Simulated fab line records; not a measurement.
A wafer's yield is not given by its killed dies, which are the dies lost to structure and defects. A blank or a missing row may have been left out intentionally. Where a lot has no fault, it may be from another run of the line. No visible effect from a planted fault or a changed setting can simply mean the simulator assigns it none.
A single fault, viewed from 2 desks | flow sfq-line | each desk holds nothing but its own numbers, with what lay behind them at the end

## DESK OF THE TOOL OWNER: pecvd-03
The tool's own readings at SFQ_TRILAYER_I0_DEP_PECVD_027 (deposits SiO2 from SiH4/N2O, time 111.11 s, target thk 500 nm): means of the sampled wafers that have a number, for each lot that ran on this tool. The brackets show how far a lot's mean lies from the usual mean; more than 4 standard deviations puts the lot out of limits, marked OUT.
Columns: A = heater-power-w at SFQ_TRILAYER_I0_DEP_PECVD_027, usual 85 W; B = rf-fwd-power-W at SFQ_TRILAYER_I0_DEP_PECVD_027, usual 182.4 W; C = throttle-valve-pct at SFQ_TRILAYER_I0_DEP_PECVD_027, usual 24.1 %
lot  | first seen here | A   | B               | C
L135 | day 7 21:44     | 81  | 183.4           | 24.3
L145 | day 10 09:44    | 101 | 153.2 (-47) OUT | 24.1
L146 | day 10 16:56    | 96  | 153.3 (-47) OUT | 23.8
L147 | day 10 22:56    | 104 | 153.1 (-47) OUT | 24.0
This desk finds L145, L146, L147 out of limits, L145 being first, at day 10 09:44 (rf-fwd-power-W at SFQ_TRILAYER_I0_DEP_PECVD_027). Within limits: L135.

## FROM THE METROLOGY DESK
Means of the sampled wafers that have a number, per lot and without regard to the tool the lot ran on: this is what the gauges read. The brackets show how far a lot's mean lies from the usual mean; more than 4 standard deviations puts the lot out of limits, marked OUT.
Columns: A = M0_OVL at SFQ_M0_OVL_MEAS_906, usual 2 nm
lot  | first seen here | A
L135 | day 7 20:45     | -1
L143 | day 9 20:45     | 7
L145 | day 10 08:46    | -3
L146 | day 10 15:58    | 2
L147 | day 10 21:57    | 3
L149 | day 11 14:51    | -1
L151 | day 12 02:52    | -0
This desk found nothing out of limits on any of the 7 lots.

## TAKEN TOGETHER
At day 10 09:44, on L145, L146, L147, the tool owner's desk was in a position to raise an alarm.
From the metrology desk's view, nothing was out of limits.
The metrology desk holds a record of L145, L146, L147, inside its limits.
On pecvd-03, each named lot ran SFQ_TRILAYER_I0_DEP_PECVD_027.

## WHAT WAS PUT IN BY THE SIMULATOR
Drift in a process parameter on pecvd-03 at SFQ_TRILAYER_I0_DEP_PECVD_027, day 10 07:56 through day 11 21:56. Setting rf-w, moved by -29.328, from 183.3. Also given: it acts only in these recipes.
Shown lots that were struck: L145, L146, L147.
Time in hours from fault onset to the first out-of-limits reading at each desk: the tool owner's desk, 2.
